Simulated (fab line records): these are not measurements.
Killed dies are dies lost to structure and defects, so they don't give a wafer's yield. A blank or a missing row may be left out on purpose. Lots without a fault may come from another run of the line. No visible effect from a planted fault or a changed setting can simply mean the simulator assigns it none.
fab line records	flow sky130
record lots=6	wafers=18	lastDay=50
route steps=708 shown METAL2@497 VIA2@507 METAL3@532 CAPM@538
lots with no fault: from the same line, run without faults
startH: start of the lot's first displayed wafer, in hours after the record's first day	waitH: time in hours since the lot's previous step	" as in the row above	L1.1+2: a row that stands for several wafers	- no value, or no start given	* or withheld: withheld	< > ~ a bound
route shown NAME@n: names a module that has steps shown in the file, with the first one's number in the route	usual: mean/standard deviation taken from wafers without a fault	same: alike in all rows	chamber/n: place in a boat	sites: each site's reading	_std_site: standard deviation across them	_edge_site: the outer-site mean with the inner-site mean subtracted	radiusMm: for every site, how far away it sits from the centre of the wafer	mask NAME#n: copy n	behind: tool/chamber where the wafer was last shaped	hold: the reason the lot was held/the length of the hold in hours/how it ended	device: whichever transistor did not switch (one of n, p or np)	end of line: at the end of the route, the tests of the same wafers	a step with no rows: only its recipe	killed: count of dies lost to structure and defects at first sort (not the wafer's yield)	map: per-die view of a wafer (x killed, . not killed, _ where there is no die)
set.NAME: the setting that was run; set.NAME@STEP: the one run at that earlier step	model.NAME: the simulator's own value behind a step, which no gauge read
lots at selected steps of the route; one table per step, one row per wafer
services: a tool's chamber out of use, with start hour (startH, from the record's first day; less than 0 if before it), hours out, and reason
## steps
# step SKY_METAL2_DEVELOP_14
# recipe developTimeS=61.34	resist=KrF-thick	devTempC=21
# step SKY_METAL2_CD_MEAS_15
# recipe targetCdNm=140
# usual cdNm=139.9/1.5
lot.wafer	tool	chamber	startH	waitH	cdNm
L410.2	cdSem-01	-	880.34	-	140.4
L410.4	"	-	"	"	142.7
L410.5	"	-	"	"	141.6
L413.1	cdSem-01	-	897.78	-	140.2
L413.3	"	-	"	"	140.4
L413.6	"	-	"	"	139.3
L415.3	cdSem-01	-	912.29	-	138.4
L415.4	"	-	"	"	139.5
L415.5	"	-	"	"	137.2
L416.1	cdSem-01	-	918.92	-	138.4
L416.4	"	-	"	"	137.4
L416.5	"	-	"	"	138.2
L419.1	cdSem-01	-	943.10	-	138.0
L419.4	"	-	"	"	139.4
L419.5	"	-	"	"	139.0
L425.2	cdSem-01	-	984.19	-	137.8
L425.4	"	-	"	"	139.3
L425.5	"	-	"	"	137.9
# step SKY_METAL2_OVL_MEAS_16
# usual METAL2_OVL=-4/5.6
lot.wafer	tool	chamber	startH	waitH	METAL2_OVL[nm]
L410.2	overlay-02	-	880.44	0.1	-15
L410.4	"	-	"	"	-8
L410.5	"	-	"	"	-8
L413.1	overlay-02	-	897.90	0.1	-2
L413.3	"	-	"	"	2
L413.6	"	-	"	"	-1
L415.3	overlay-02	-	912.38	0.1	-2
L415.4	"	-	"	"	-1
L415.5	"	-	"	"	0
L416.1	overlay-02	-	919.04	0.1	-6
L416.4	"	-	"	"	4
L416.5	"	-	"	"	5
L419.1	overlay-01	-	943.22	0.1	-6
L419.4	"	-	"	"	-2
L419.5	"	-	"	"	-2
L425.2	overlay-02	-	984.29	0.1	-2
L425.4	"	-	"	"	4
L425.5	"	-	"	"	0
# step SKY_METAL2_DESCUM_17
# recipe chemistry=O2	sourcePowerW=150	biasPowerW=0	pressureMtorr=10	tempC=40	timeS=8
# step SKY_METAL2_ETCH_18
# recipe chemistry=N2/H2	target=BARC	ionEnergyEv=200	biasW=100	pressureMtorr=30	n2FlowSccm=100	h2FlowSccm=200	icpW=500	stopOn=SiO2	timeS=45.9	targetDepthA=600
# step SKY_METAL2_METAL_ETCH_19
# recipe targetDepthA=3600	stopOn=SiO2	overEtchFrac=0.3	timeS=78	chemistry=Cl2/BCl3	resistSidewallDeg=88	pressureMtorr=10	icpW=900	biasW=48.5	Cl2_flow_sccm=60	bcl3FlowSccm=30
# usual bcl3FlowSccm=30.00/0.091	drypumpMotorCurrentA=5.5/0.3	oesProductAu=0.855/0.0057	rfFwdPowerW=893/3.7	throttleValvePct=22.265/0.0093
lot.wafer	tool	chamber	startH	waitH	bcl3FlowSccm	drypumpMotorCurrentA	oesProductAu	rfFwdPowerW	rfHoursCounterH	throttleValvePct
L410.2	rieMetal-02	0	880.57	0.0	29.86	5.3	0.859	891	13	22.262
L410.4	"	1	"	"	30.08	5.3	0.854	903	-	22.267
L410.5	"	1	"	"	30.03	5.3	0.859	899	-	22.256
L413.1	rieMetal-01	1	898.03	0.0	30.06	5.1	0.866	898	10	22.279
L413.3	"	0	"	"	29.90	5.4	0.864	893	-	22.256
L413.6	"	0	"	"	29.99	5.4	0.864	889	-	22.267
L415.3	rieMetal-02	0	912.53	0.1	30.02	5.3	0.848	889	-	22.270
L415.4	"	1	"	"	29.98	5.3	0.854	898	-	22.265
L415.5	"	1	"	"	30.00	5.4	0.864	895	-	22.269
L416.1	rieMetal-01	1	919.17	0.0	29.99	5.1	0.846	895	11	22.266
L416.4	"	1	"	"	29.95	5.1	0.854	897	-	22.256
L416.5	"	0	"	"	30.05	5.4	0.846	895	-	22.276
L419.1	rieMetal-01	0	943.35	0.0	30.20	5.4	0.850	895	16	22.269
L419.4	"	1	"	"	30.11	5.1	0.854	892	-	22.269
L419.5	"	0	"	"	30.13	5.4	0.853	895	-	22.271
L425.2	rieMetal-04	1	984.42	0.0	29.88	6.1	0.849	896	2	22.265
L425.4	"	1	"	"	29.94	6.1	0.866	891	-	22.245
L425.5	"	1	"	"	30.04	6.1	0.856	892	-	22.277
# step SKY_METAL2_STRIP_20
# recipe chemistry=O2/N2	powerW=1400	pressureMtorr=1500	platenTempC=withheld	o2FlowSccm=3000	n2FlowSccm=300	overashFraction=0.5
# step SKY_METAL2_STRIP_21
# recipe chemistry=postEtchResidueRemover	timeS=1200	tempC=72.5
# step SKY_METAL2_CLEAN_22
# recipe chemistry=IPA	timeS=180	tempC=25
# step SKY_METAL2_CLEAN_23
# recipe chemistry=O3/DIW	dry=n2Spin
# step SKY_VIA2_HDPCVD_00
# recipe material=SiO2	targetThkNm=1180	sigmaOpenFrac=0.3	timeS=196.7	tempC=400	sih4FlowSccm=60	pressureMtorr=6
# step SKY_VIA2_THK_MEAS_01
# recipe reads=SiO2_of_VIA2_HDPCVD_00
# usual VIA2_HDPCVD_THK=1176/9.8
lot.wafer	tool	chamber	startH	waitH	VIA2_HDPCVD_THK[nm]
L410.2	filmMetro-04	-	881.40	0.1	1195
L410.4	"	-	"	"	1192
L410.5	"	-	"	"	1181
L413.1	filmMetro-04	-	898.88	0.1	1178
L413.3	"	-	"	"	1179
L413.6	"	-	"	"	1174
L415.3	filmMetro-03	-	913.42	0.1	1177
L415.4	"	-	"	"	1171
L415.5	"	-	"	"	1191
L416.1	filmMetro-02	-	919.98	0.1	1174
L416.4	"	-	"	"	1168
L416.5	"	-	"	"	1172
L419.1	filmMetro-04	-	944.16	0.1	1185
L419.4	"	-	"	"	1191
L419.5	"	-	"	"	1183
L425.2	filmMetro-03	-	985.30	0.1	1174
L425.4	"	-	"	"	1183
L425.5	"	-	"	"	1180
# step SKY_VIA2_CMP_02
# recipe material=SiO2	downForcePsi=4	platenRpm=60	padVelocityMS=0.94248
# usual motorCurrentA=12.5/1.1
lot.wafer	tool	chamber	startH	waitH	motorCurrentA	model.SiO2_of_VIA2_HDPCVD_00.thkNm
L410.2	cmp-01	3	881.45	0.0	14.1	496.5
L410.4	"	2	"	"	10.9	493.9
L410.5	"	3	"	"	14.1	494.8
L413.1	cmp-02	3	898.94	0.1	12.8	617.9
L413.3	"	0	"	"	14.1	619.8
L413.6	"	0	"	"	13.1	620.6
L415.3	cmp-02	1	913.46	0.0	13.5	617.3
L415.4	"	0	"	"	13.3	617.1
L415.5	"	1	"	"	13.7	617.9
L416.1	cmp-01	0	920.15	0.2	12.3	494.9
L416.4	"	1	"	"	12.2	493.6
L416.5	"	0	"	"	12.4	494.7
L419.1	cmp-01	3	944.22	0.1	13.4	495.3
L419.4	"	0	"	"	11.7	494.8
L419.5	"	3	"	"	13.6	493.9
L425.2	cmp-02	0	985.35	0.0	13.1	495.1
L425.4	"	1	"	"	13.5	495
L425.5	"	0	"	"	12.5	494.5
# step SKY_VIA2_BOW_MEAS_03
# recipe mode=bow
# usual VIA2_BOW=89/7.6
lot.wafer	tool	chamber	startH	waitH	VIA2_BOW[um]
L410.2	filmMetro-02	-	881.77	0.3	85
L410.4	"	-	"	"	82
L410.5	"	-	"	"	83
L413.1	filmMetro-02	-	899.24	0.2	106
L413.3	"	-	"	"	106
L413.6	"	-	"	"	100
L415.3	filmMetro-04	-	913.80	0.3	110
L415.4	"	-	"	"	88
L415.5	"	-	"	"	88
L416.1	filmMetro-03	-	920.40	0.2	98
L416.4	"	-	"	"	83
L416.5	"	-	"	"	82
L419.1	filmMetro-02	-	944.52	0.2	102
L419.4	"	-	"	"	92
L419.5	"	-	"	"	92
L425.2	filmMetro-03	-	985.67	0.3	90
L425.4	"	-	"	"	89
L425.5	"	-	"	"	87
# step SKY_VIA2_DEHYDRATE_04
# recipe tempC=200	timeS=60
# step SKY_VIA2_HMDS_05
# recipe primeTimeS=60	primeTempC=120
# step SKY_VIA2_COAT_06
# recipe resist=BARC	tempC=withheld	timeS=withheld	spinRpm=3000	resistThkNm=60
# step SKY_VIA2_COAT_07
# recipe resist=KrF-thick	spinRpm=3000	resistThkNm=450
# step SKY_VIA2_SOFTBAKE_08
# recipe tempC=100	timeS=90	resist=KrF-thick
# step SKY_VIA2_EXPOSE_09
# recipe maskId=VIM2	na=0.8	sourceShape=annular	sigmaInner=0.55	sigmaOuter=0.85	targetCdNm=200	doseMj=38
# step SKY_VIA2_PEB_10
# recipe pebTempC=withheld	pebTimeS=withheld	resist=KrF-thick
# step SKY_VIA2_DEVELOP_11
# recipe developTimeS=62.84	resist=KrF-thick	devTempC=21
# step SKY_VIA2_CD_MEAS_12
# recipe targetCdNm=200
# usual cdNm=200.2/1.2
lot.wafer	tool	chamber	startH	waitH	cdNm
L410.2	cdSem-01	-	906.89	-	199.7
L410.4	"	-	"	"	200.8
L410.5	"	-	"	"	198.3
L413.1	cdSem-01	-	924.07	-	201.3
L413.3	"	-	"	"	201.8
L413.6	"	-	"	"	202.0
L415.3	cdSem-01	-	937.91	-	198.4
L415.4	"	-	"	"	200.2
L415.5	"	-	"	"	198.0
L416.1	cdSem-01	-	943.22	-	201.7
L416.4	"	-	"	"	198.9
L416.5	"	-	"	"	200.5
L419.1	cdSem-01	-	968.52	-	198.4
L419.4	"	-	"	"	199.0
L419.5	"	-	"	"	200.6
L425.2	cdSem-01	-	1008.87	-	199.4
L425.4	"	-	"	"	200.4
L425.5	"	-	"	"	199.3
# step SKY_VIA2_OVL_MEAS_13
# usual VIA2_OVL=0/6.3
lot.wafer	tool	chamber	startH	waitH	VIA2_OVL[nm]
L410.2	overlay-02	-	907.00	0.1	0
L410.4	"	-	"	"	4
L410.5	"	-	"	"	2
L413.1	overlay-02	-	924.19	0.1	-9
L413.3	"	-	"	"	-8
L413.6	"	-	"	"	-12
L415.3	overlay-01	-	938.00	0.1	0
L415.4	"	-	"	"	10
L415.5	"	-	"	"	3
L416.1	overlay-01	-	943.34	0.1	7
L416.4	"	-	"	"	1
L416.5	"	-	"	"	10
L419.1	overlay-02	-	968.64	0.1	-10
L419.4	"	-	"	"	-5
L419.5	"	-	"	"	-8
L425.2	overlay-02	-	1008.98	0.1	-7
L425.4	"	-	"	"	-7
L425.5	"	-	"	"	3
# step SKY_VIA2_ETCH_14
# recipe chemistry=N2/H2	target=BARC	ionEnergyEv=200	sourceW=500	biasW=100	pressureMtorr=30	n2FlowSccm=100	h2FlowSccm=200	stopOn=SiO2	timeS=45.9	targetDepthA=600
# usual drypumpMotorCurrentA=5.6/0.4	oesProductAu=0.855/0.0046	rfFwdPowerW=494.9/2.3	throttleValvePct=13.224/0.0088
lot.wafer	tool	chamber	startH	waitH	drypumpMotorCurrentA	oesProductAu	rfFwdPowerW	rfHoursCounterH	throttleValvePct
L410.2	rieDiel-03	1	907.03	0.0	6.1	0.850	490.3	15	13.230
L410.4	"	2	"	"	5.7	0.850	495.6	5	13.236
L410.5	"	1	"	"	6.1	0.855	491.9	-	13.228
L413.1	rieDiel-03	1	924.22	0.0	6.1	0.860	490.1	16	13.226
L413.3	"	3	"	"	5.2	0.851	495.8	6	13.223
L413.6	"	3	"	"	5.3	0.851	495.3	-	13.238
L415.3	rieDiel-04	1	938.03	0.0	5.1	0.850	497.2	10	13.225
L415.4	"	2	"	"	5.8	0.856	495.6	12	13.227
L415.5	"	1	"	"	5.2	0.859	497.2	-	13.226
L416.1	rieDiel-02	0	943.37	0.0	6.4	0.855	495.5	12	13.219
L416.4	"	2	"	"	5.7	0.857	496.9	13	13.229
L416.5	"	2	"	"	5.7	0.856	495.1	-	13.211
L419.1	rieDiel-03	2	968.67	0.0	5.7	0.853	495.6	7	13.227
L419.4	"	0	"	"	5.7	0.860	493.4	15	13.214
L419.5	"	2	"	"	5.7	0.851	496.6	-	13.228
L425.2	rieDiel-04	1	1009.01	0.0	5.1	0.857	497.6	12	13.213
L425.4	"	3	"	"	5.3	0.853	493.6	-	13.229
L425.5	"	1	"	"	5.1	0.855	497.1	-	13.209
# step SKY_VIA2_ETCH_15
# recipe target=SiO2	chemistry=C4F8/O2/Ar	targetDepthNm=546	stopOn=TiN	maskMaterial=KrF-thick	sourceW=1500	biasW=1200	pressureMtorr=40	c4f8FlowSccm=withheld	O2_flow_sccm=6	Ar_flow_sccm=300	timeS=84
# usual oesProductAu=0.940/0.0049	rfFwdPowerW=1489/5.8
lot.wafer	tool	chamber	startH	waitH	oesProductAu	rfFwdPowerW	rfHoursCounterH	model.etch.depthNm	model.VIA2.featureDepthNm
L410.2	rieDiel-03	1	907.07	0.0	0.941	1489	15	496.5	496.5
L410.4	"	2	"	"	0.938	1489	5	493.9	493.9
L410.5	"	1	"	"	0.945	1480	-	494.8	494.8
L413.1	rieDiel-03	1	924.27	0.0	1.010	1488	16	547.5	547.5
L413.3	"	3	"	"	0.997	1504	6	548.2	548.2
L413.6	"	3	"	"	0.995	1499	-	546	546
L415.3	rieDiel-04	1	938.07	0.0	0.998	1493	10	541.7	541.7
L415.4	"	2	"	"	1.004	1495	12	547.8	547.8
L415.5	"	1	"	"	0.993	1501	-	542.9	542.9
L416.1	rieDiel-02	0	943.42	0.0	0.944	1488	12	494.9	494.9
L416.4	"	2	"	"	0.935	1489	13	493.6	493.6
L416.5	"	2	"	"	0.940	1484	-	494.7	494.7
L419.1	rieDiel-03	2	968.72	0.0	0.937	1496	7	495.3	495.3
L419.4	"	0	"	"	0.937	1492	15	494.8	494.8
L419.5	"	2	"	"	0.932	1491	-	493.9	493.9
L425.2	rieDiel-04	1	1009.05	0.0	0.942	1490	12	495.1	495.1
L425.4	"	3	"	"	0.941	1492	-	495	495
L425.5	"	1	"	"	0.935	1493	-	494.5	494.5
# step SKY_VIA2_STRIP_16
# recipe chemistry=O2/N2	powerW=1400	pressureMtorr=1500	platenTempC=withheld	o2FlowSccm=3000	n2FlowSccm=300	overashFraction=0.5
# usual drypumpMotorCurrentA=5.7/0.57	oesProductAu=0.398/0.0045	stripTimeToEndpointS=4.040/0.027
lot.wafer	tool	chamber	startH	waitH	drypumpMotorCurrentA	oesProductAu	rfHoursCounterH	stripTimeToEndpointS
L410.2	plasmaAsher-04	0	907.13	0.0	6.6	0.406	74	4.045
L410.4	"	0	"	"	6.6	0.393	-	4.030
L410.5	"	1	"	"	5.3	0.394	-	4.062
L413.1	plasmaAsher-03	1	924.33	0.0	5.9	0.397	18	4.013
L413.3	"	0	"	"	6.0	0.398	-	4.022
L413.6	"	0	"	"	6.0	0.400	-	4.039
L415.3	plasmaAsher-02	1	938.17	0.1	5.5	0.399	-	4.072
L415.4	"	0	"	"	5.0	0.393	-	4.060
L415.5	"	0	"	"	5.0	0.400	-	4.076
L416.1	plasmaAsher-04	1	943.48	0.0	5.3	0.395	78	3.994
L416.4	"	0	"	"	6.5	0.393	-	4.026
L416.5	"	1	"	"	5.2	0.382	-	4.010
L419.1	plasmaAsher-04	0	968.78	0.0	6.6	0.398	81	4.017
L419.4	"	0	"	"	6.6	0.399	-	4.077
L419.5	"	1	"	"	5.2	0.394	-	4.013
L425.2	plasmaAsher-02	0	1009.11	0.0	5.0	0.395	59	4.071
L425.4	"	0	"	"	5.0	0.399	-	4.060
L425.5	"	0	"	"	4.9	0.396	-	4.082
# step SKY_VIA2_STRIP_17
# recipe chemistry=postEtchResidueRemover	timeS=1200	tempC=72.5
# step SKY_VIA2_CLEAN_18
# recipe chemistry=IPA	timeS=180	tempC=25
# step SKY_VIA2_CLEAN_19
# recipe chemistry=O3/DIW	dry=n2Spin
# step SKY_VIA2_SPUTTER_20
# recipe material=TiN	targetThkNm=20	chamberPressurePa=5	powerW=4000	timeS=80
# step SKY_VIA2_CVD_21
# recipe material=W	targetThkNm=420	timeS=126.4	tempC=400	pressureTorr=40
# usual heaterPowerW=893/100
lot.wafer	tool	chamber	startH	waitH	heaterPowerW
L410.2	cvdW-01	1	907.78	0.0	810
L410.4	"	1	"	"	795
L410.5	"	0	"	"	976
L413.1	cvdW-01	1	925.01	0.0	814
L413.3	"	0	"	"	974
L413.6	"	1	"	"	811
L415.3	cvdW-02	1	938.91	0.1	967
L415.4	"	0	"	"	740
L415.5	"	1	"	"	999
L416.1	cvdW-02	0	944.43	0.0	752
L416.4	"	1	"	"	976
L416.5	"	1	"	"	982
L419.1	cvdW-02	0	969.53	0.0	747
L419.4	"	0	"	"	755
L419.5	"	0	"	"	752
L425.2	cvdW-02	1	1009.78	0.0	946
L425.4	"	1	"	"	984
L425.5	"	0	"	"	765
# step SKY_VIA2_CMP_24
# recipe stopOn=SiO2	tOverpolishS=20	downForcePsi=3.5	platenRpm=60	targetThkNm=0	padVelocityMS=0.94248
# usual motorCurrentA=11.4/1
lot.wafer	tool	chamber	startH	waitH	motorCurrentA
L410.2	cmp-02	0	908.09	0.0	11.9
L410.4	"	2	"	"	9.6
L410.5	"	0	"	"	11.9
L413.1	cmp-01	3	925.60	0.3	12.6
L413.3	"	0	"	"	11.0
L413.6	"	2	"	"	11.0
L415.3	cmp-02	0	939.28	0.1	12.1
L415.4	"	1	"	"	12.4
L415.5	"	2	"	"	9.2
L416.4	cmp-02	2	944.79	0.1	9.4
L416.1	"	3	"	"	11.1
L416.5	"	2	"	"	9.8
L419.4	cmp-02	3	969.84	0.0	11.3
L419.1	"	1	"	"	12.6
L419.5	"	3	"	"	11.2
L425.2	cmp-01	3	1010.09	0.0	12.8
L425.4	"	0	"	"	11.7
L425.5	"	3	"	"	12.8
# step SKY_METAL3_SPUTTER_00
# recipe material=Ti	targetThkNm=15	powerW=3000	timeS=10	chamberPressurePa=0.4
# usual throttleValvePct=30.2/0.89
lot.wafer	tool	chamber	startH	waitH	throttleValvePct
L410.2	pvdSputter-01	-	908.39	0.2	30.2
L410.4	"	-	"	"	29.5
L410.5	"	-	"	"	30.5
L413.1	pvdSputter-03	-	925.85	0.2	29.7
L413.3	"	-	"	"	28.3
L416.1	pvdSputter-02	-	945.04	0.1	32.1
L416.4	"	-	"	"	29.7
L416.5	"	-	"	"	30.7
L419.1	pvdSputter-03	-	970.14	0.1	28.4
L419.4	"	-	"	"	30.1
L419.5	"	-	"	"	29.8
L425.2	pvdSputter-03	-	1010.39	0.2	29.9
L425.4	"	-	"	"	29.7
L425.5	"	-	"	"	30.1
# step SKY_METAL3_SPUTTER_01
# recipe material=TiN	targetThkNm=20	powerW=6500	timeS=16.7	chamberPressurePa=0.4
# usual throttleValvePct=30.2/0.89
lot.wafer	tool	chamber	startH	waitH	throttleValvePct
L410.2	pvdSputter-01	-	908.42	0.0	30.6
L410.4	"	-	"	"	29.1
L410.5	"	-	"	"	30.5
L413.1	pvdSputter-03	-	925.87	0.0	29.7
L413.3	"	-	"	"	28.4
L416.1	pvdSputter-02	-	945.07	0.0	32.4
L416.4	"	-	"	"	29.4
L416.5	"	-	"	"	30.4
L419.1	pvdSputter-03	-	970.16	0.0	28.2
L419.4	"	-	"	"	29.9
L419.5	"	-	"	"	29.8
L425.2	pvdSputter-03	-	1010.41	0.0	29.9
L425.4	"	-	"	"	29.5
L425.5	"	-	"	"	29.8
# step SKY_CAPM_THK_MEAS_01
# recipe reads=SiO2_of_CAPM_CVD_00
# usual CAPM_CVD_00_THK=15.53/0.21
lot.wafer	tool	chamber	startH	waitH	CAPM_CVD_00_THK[nm]
L410.2	filmMetro-03	-	908.58	-	15.45
L410.4	"	-	"	"	15.55
L410.5	"	-	"	"	15.17
L413.1	filmMetro-03	-	926.04	-	15.52
L413.3	"	-	"	"	15.74
L416.1	filmMetro-03	-	945.22	-	15.55
L416.4	"	-	"	"	15.74
L416.5	"	-	"	"	15.88
L419.1	filmMetro-03	-	970.31	-	15.27
L419.4	"	-	"	"	15.95
L419.5	"	-	"	"	15.45
L425.2	filmMetro-01	-	1010.59	-	15.47
L425.4	"	-	"	"	15.46
L425.5	"	-	"	"	15.36
# step SKY_METAL3_METAL_ETCH_18
# recipe targetDepthA=8450	stopOn=SiO2	overEtchFrac=0.3	timeS=183.1	chemistry=Cl2/BCl3	resistSidewallDeg=88	pressureMtorr=10	icpW=900	biasW=48.5	Cl2_flow_sccm=60	bcl3FlowSccm=30
# usual bcl3FlowSccm=30.00/0.094	drypumpMotorCurrentA=5.29/0.12	oesProductAu=0.867/0.0053	rfFwdPowerW=897.1/2.8	throttleValvePct=22.266/0.0092
lot.wafer	tool	chamber	startH	waitH	bcl3FlowSccm	drypumpMotorCurrentA	oesProductAu	rfFwdPowerW	rfHoursCounterH	throttleValvePct	model.SiO2_of_VIA2_HDPCVD_00.thkNm
L410.2	rieMetal-01	0	957.70	0.0	30.02	5.40	0.869	896.3	17	22.271	466.6
L410.4	"	1	"	"	29.96	5.08	0.861	898.5	-	22.282	463.3
L410.5	"	0	"	"	30.04	5.40	0.871	894.1	-	22.258	464.8
L413.1	rieMetal-02	0	974.35	0.0	30.04	5.34	0.865	895.2	18	22.262	587.8
L413.3	"	1	"	"	30.17	5.32	0.873	901.7	-	22.257	590.3
L416.1	rieMetal-03	1	994.00	0.0	30.04	5.43	0.874	900.2	17	22.249	465.3
L416.4	"	1	"	"	29.98	5.39	0.867	899.2	-	22.271	464
L416.5	"	0	"	"	30.00	5.14	0.865	897.6	-	22.267	465.5
L419.1	rieMetal-03	1	1017.05	0.0	30.06	5.39	0.872	899.7	18	22.257	465.5
L419.4	"	1	"	"	30.02	5.36	0.867	898.9	-	22.265	464.9
L419.5	"	1	"	"	30.00	5.36	0.868	900.7	-	22.288	463.9
L425.2	rieMetal-02	1	1056.25	0.0	29.93	5.39	0.861	898.4	19	22.254	465.5
L425.4	"	0	"	"	30.03	5.32	0.864	893.7	-	22.273	464.7
L425.5	"	1	"	"	29.98	5.39	0.860	894.7	-	22.256	464.6
## services
tool	chamber	startH	hours	kind
plasmaAsher-02	-	862.68	0.5	repair
cvdW-02	0	890.49	5.7	repair
rieDiel-02	3	890.81	4.0	repair
cvdW-02	-	899.27	2.4	repair
rieDiel-04	2	900.20	23.7	repair
cvdW-02	-	904.00	14.0	pm
rieMetal-02	-	911.49	0.7	repair
cmp-02	-	914.81	5.0	pm
rieDiel-02	-	918.76	2.8	pm
cmp-01	-	920.84	4.0	pm
cmp-02	-	924.84	12.0	pm
cmp-01	-	929.32	5.5	repair
cmp-01	-	961.95	1.5	repair
rieMetal-01	-	972.93	1.4	pm
cmp-01	-	977.06	7.3	pm
rieMetal-02	-	980.57	0.7	repair
cmp-02	-	997.86	1.8	repair
rieDiel-04	2	999.28	11.2	repair
cvdW-02	-	1002.99	5.2	repair
rieDiel-04	0	1017.22	3.1	repair
rieDiel-03	0	1025.74	2.8	repair
rieDiel-03	3	1030.00	6.4	repair
rieMetal-01	-	1043.05	17.6	repair
rieDiel-03	1	1052.36	5.1	repair
## key
firstSign step=SKY_VIA2_ETCH_15	reading=oesProductAu	direction=up	sigmas=12	usual=0.940	struck=1.000
effect step=SKY_METAL3_SPUTTER_00	reading=visit	direction=missing
effect step=SKY_METAL3_SPUTTER_01	reading=visit	direction=missing
effect step=SKY_CAPM_THK_MEAS_01	reading=visit	direction=missing
effect step=SKY_METAL3_METAL_ETCH_18	reading=visit	direction=missing
modelEffect step=SKY_VIA2_CMP_02	value=SiO2_of_VIA2_HDPCVD_00.thkNm	without=494.7	struck=618.4
modelEffect step=SKY_VIA2_ETCH_15	value=etch.depthNm	without=494.7	struck=545.7
modelEffect step=SKY_METAL3_METAL_ETCH_18	value=SiO2_of_VIA2_HDPCVD_00.thkNm	without=465.3	struck=589.1
metAt SKY_VIA2_CMP_02
struckWafers L413.1,L413.3,L413.6,L415.3,L415.4,L415.5
laterRowsLeftOut L413.6,L415.3,L415.4,L415.5
sortLeftOut L413.1,L413.3,L413.6,L415.3,L415.4,L415.5
fault kind=processParameterDrift	tool=cmp-02	chamber=-	onsetH=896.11	steps=SKY_VIA2_CMP_02	channel=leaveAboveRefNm	offset=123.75	shape=step	endH=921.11	actsIn=theseRecipesOnly	stated=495
# sortLeftOut: the simulated sort isn't trusted on such a fault, so these wafers' sort isn't shown, and their yield isn't known
# laterRowsLeftOut: the simulator's readings of these wafers behind a module that went badly wrong aren't trusted and aren't shown, but for the sort
